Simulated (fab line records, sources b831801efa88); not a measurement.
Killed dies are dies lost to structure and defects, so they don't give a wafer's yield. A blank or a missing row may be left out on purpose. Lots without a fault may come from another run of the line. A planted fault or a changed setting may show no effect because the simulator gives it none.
A struck lot beside a sound one | flow sky130 | 16 steps out of a route of 708
Sound: wafers L183.1, L183.3, L183.4. Struck: wafer L200.1. (L200.2, L200.6 of the same lot were not struck and are left out.) The cause comes at the end.
At each step with rows: each side's tool, then ch and its chambers, then its first start. Under that, the readings that differ: sound wafers | struck wafers | difference of the means | sigmas: that difference in standard deviations of wafers without a fault.
alike: readings whose means differ by less than 2 such deviations, and words and numbers that are the same on both sides. not compared: withheld readings, readings that some wafer has no value for, bounds like >300 that may hide the same value, and numbers for which the record gives no deviation and whose values overlap.
The two part at a step that has a row with sigmas, a row that says differs or no value, or rows on one side only. Numbers that don't overlap but have no deviation are shown without sigmas and don't part them. A reading that every wafer of one side lacks parts them only if that side has two wafers or more.

SKY_CAP2M_THK_MEAS_01:
  sound on film_metro-04, day 40 15:29; struck on film_metro-02, day 45 12:35
  alike: CAP2M_CVD_00_THK
SKY_CAP2M_SPUTTER_02: material TiN, target thk 200 nm, time 166.7 s.
  sound on pvd_sputter-02, day 40 15:33; struck on pvd_sputter-04, day 45 12:39
  alike: throttle_valve_pct
SKY_CAP2M_RS_MEAS_03: measures by four-point-probe.
  sound on film_metro-02, day 40 15:40; struck on film_metro-04, day 45 12:46
  alike: CAP2M_TIN_RS
SKY_CAP2M_THK_MEAS_04: measures by xrf.
  sound on film_metro-02, day 40 15:47; struck on film_metro-04, day 45 12:53
  alike: CAP2M_TIN_THK
then, 7 steps without rows for these wafers: SKY_CAP2M_DEHYDRATE_05 (time 60 s); SKY_CAP2M_HMDS_06 (prime time 60 s); SKY_CAP2M_COAT_07 (resist thk 1140 nm); SKY_CAP2M_SOFTBAKE_08 (time 60 s); SKY_CAP2M_EXPOSE_09 (exposes mask CAP2M, target cd 1000 nm); SKY_CAP2M_PEB_10; SKY_CAP2M_DEVELOP_11 (develop time 60 s).
SKY_CAP2M_OVL_MEAS_12:
  sound on overlay-02, day 41 15:23; struck on overlay-02, day 46 09:34
  alike: CAP2M_OVL
SKY_CAP2M_METAL_ETCH_13: etches TiN in Cl2/BCl3, stops on SiO2, target depth 220 nm, time 62.9 s.
  sound on rie_metal-02 ch 0,1, day 41 15:25; struck on rie_metal-04 ch 1, day 46 09:36
  reading                                    | sound             | struck | difference | sigmas
  oes_product_au (a.u.)                      | 0.941 0.934 0.936 | 0.904  | -0.033     | -5
  model.NOVOLAK_of_CAP2M_COAT_07.thk_nm (nm) | 991.2 985.9 985.7 | 1014   | +26        |
  model.etch.depth_nm (nm)                   | 199.8 197.9 199   | 187    | -12        |
  model.CAP2M.feature_depth_nm (nm)          | 199.8 197.9 199   | 187    | -12        |
  alike: drypump_motor_current_A, throttle_valve_pct
  not compared: rf_hours_counter_h
SKY_CAP2M_STRIP_14: strips in O2/N2.
  sound on plasma_asher-04 ch 0,1, day 41 15:30; struck on plasma_asher-03 ch 0, day 46 09:41
  reading                      | sound             | struck | difference | sigmas
  strip_time_to_endpoint_s (s) | 12.63 12.54 12.56 | 12.83  | +0.25      | +6
  alike: drypump_motor_current_A, oes_product_au
  not compared: rf_hours_counter_h
then, 1 step without rows for these wafers: SKY_CAP2M_STRIP_15 (strips in post etch residue remover, time 1200 s).
-- the record jumps here: 4 days lie between the struck wafers' starts before and after (it left off in module CAP2M and takes up again in module PAD_OPEN, whose first step shown is number 708 of the route) --
SKY_PAD_OPEN_PROBE_99:
  sound on prober-02, day 46 16:50; struck on prober-02, day 50 13:02
  reading                  | sound          | struck                   | difference                   | sigmas
  hold                     | - - -          | await_dispo/3.5h/release | no value on the sound wafers |
  defect_limited_yield (%) | 84.8 85.0 81.7 | 0.2                      | -83.6                        | -42
  killed_at_contacts       | 26 24 22       | 35                       | +11                          | +2
  killed_at_other          | 0 0 0          | 403                      | +403                         | +99 or more
  killed_dies              | 75 74 90       | 491                      | +411                         | +42
  killed_on_rim            | 11 18 12       | 96                       | +82                          | +20
  alike: killed_at_M0_to_M3, killed_at_M4_up, killed_at_front_end, killed_open, killed_short

WHERE THEY PART
First at SKY_CAP2M_METAL_ETCH_13; last, within this record, at SKY_PAD_OPEN_PROBE_99.

WHY: what the simulator had put in
Process parameter drift: rie_metal-04, from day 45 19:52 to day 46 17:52, at SKY_CAP2M_METAL_ETCH_13. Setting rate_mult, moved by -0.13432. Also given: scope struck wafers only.
